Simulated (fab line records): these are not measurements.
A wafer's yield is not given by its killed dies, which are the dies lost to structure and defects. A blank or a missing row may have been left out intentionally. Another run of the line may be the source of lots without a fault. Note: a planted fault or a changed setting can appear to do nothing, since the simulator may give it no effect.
Comparing a struck lot with a sound one / flow sfq_line / 15 steps out of a route of 325
Sound: these wafers, L186.3, L186.4, L186.5. Struck: wafer L203.3. (L203.4 of the same lot was not struck and is left out.) The cause comes at the end.
Order at every step that has rows: each side's tool, ch and its chambers, its first start. Under that, the readings that differ: sound wafers / struck wafers / difference of the means / sigmas: that difference in standard deviations of wafers without a fault.
alike: a reading whose means differ by less than 2 such deviations, as well as words and numbers matching on both sides. not compared: withheld readings; readings where some wafer has no value; bounds like >300 that might hide an equal value; numbers whose values overlap and for which the record gives no deviation.
The two part at a step that has a row with sigmas, a row that says differs or no value, or rows on one side only. Numbers that don't overlap but have no deviation are shown without sigmas and don't part them. Lack of a reading on every wafer of one side parts them only where that side has two or more wafers.

first, 1 step without rows for these wafers: SFQ_TRILAYER_M3_STRIP_SOLV_CLEAN_080 (cleans in NMP, time 600 s).
SFQ_TRILAYER_I3_DEP_PECVD_081: deposits SiO2 from SiH4/N2O, time 111.11 s, target thk 500 nm.
  sound on pecvd-01 ch 1,2, day 36 06:22; struck on pecvd-01 ch 0, day 43 02:35
  alike: heater_power_w, throttle_valve_pct
SFQ_TRILAYER_I3_CMP_CMP_082: polishes SiO2.
  sound on cmp-01 ch 0,1,3, day 36 06:26; struck on cmp-02 ch 3, day 43 15:17
reading=slurry_flow_ml_min; sound=149.2 149.8 149.6; struck=150.6; difference=+1.1; sigmas=+2
  alike: motor_current_A, time_to_endpoint_s
SFQ_I3_BOW_MEAS_922:
  sound on film_metro-02, day 36 09:29; struck on film_metro-03, day 43 17:49
  alike: I3_BOW
SFQ_TRILAYER_I3_METRO_MEASURE_083:
  sound on film_metro-02, day 36 09:58; struck on film_metro-03, day 43 18:18
  alike: thk_nm
then, 6 steps without rows for these wafers: SFQ_TRILAYER_I3_VIA_LITHO_COAT_090 (resist thk 62 nm); SFQ_TRILAYER_I3_VIA_LITHO_COAT_085 (resist thk 650 nm); SFQ_TRILAYER_I3_VIA_LITHO_SOFTBAKE_089; SFQ_TRILAYER_I3_VIA_LITHO_EXPOSE_086 (exposes mask I3, target cd 500 nm); SFQ_TRILAYER_I3_VIA_LITHO_PEB_088 (peb time 60 s); SFQ_TRILAYER_I3_VIA_LITHO_DEVELOP_087 (time 60 s).
-- the record jumps here: 6 days lie between the struck wafers' starts before and after --
SFQ_I3_OVL_MEAS_923:
  sound on overlay-01, day 41 18:25; struck on overlay-01, day 49 09:32
  alike: I3_OVL
SFQ_TRILAYER_I3_VIA_BARC_OPEN_VIA_ETCH_121: etches BARC in O2, target depth 125 nm, time 41.7 s.
  sound on rie_diel-03 ch 0,1,2, day 41 18:26; struck on rie_diel-03 ch 1, day 49 09:34
reading=oes_product_au (a.u.); sound=0.693 0.685 0.686; struck=0.629; difference=-0.059; sigmas=-13
reading=run_length_s (s); sound=71.1 69.5 69.7; struck=78.6; difference=+8.5; sigmas=+15
reading=model.KrF_of_TRILAYER_I3_VIA_LITHO_COAT_085.thk_nm (nm); sound=569.9 572 569.1; struck=560.9; difference=-9.4; sigmas=
  alike: bias_w, drypump_motor_current_A
  not compared: rf_hours_counter_h
SFQ_TRILAYER_I3_VIA_ETCH_VIA_ETCH_088: etches SiO2 in CHF3, stops on Nb, target depth 260 nm.
  sound on rie_diel-03 ch 0,1,2, day 41 18:28; struck on rie_diel-03 ch 1, day 49 09:36
reading=oes_product_au (a.u.); sound=0.857 0.849 0.855; struck=0.841; difference=-0.013; sigmas=-2
reading=model.KrF_of_TRILAYER_I3_VIA_LITHO_COAT_085.thk_nm (nm); sound=523.9 527.2 523.8; struck=516.7; difference=-8.3; sigmas=
  alike: bias_w, drypump_motor_current_A
SFQ_TRILAYER_I3_VIA_STRIP_STRIP_089: strips in O2.
  sound on rie_metal-02 ch 0,1, day 41 18:47; struck on rie_metal-04 ch 1, day 49 09:55
reading=oes_product_au (a.u.); sound=0.990 0.987 0.994; struck=1.035; difference=+0.045; sigmas=+3
  alike: drypump_motor_current_A
  not compared: rf_hours_counter_h

## WHERE THEY PART
Last at SFQ_TRILAYER_I3_VIA_STRIP_STRIP_089 as far as this record goes, first at SFQ_TRILAYER_I3_CMP_CMP_082.

WHY: what the simulator had put in
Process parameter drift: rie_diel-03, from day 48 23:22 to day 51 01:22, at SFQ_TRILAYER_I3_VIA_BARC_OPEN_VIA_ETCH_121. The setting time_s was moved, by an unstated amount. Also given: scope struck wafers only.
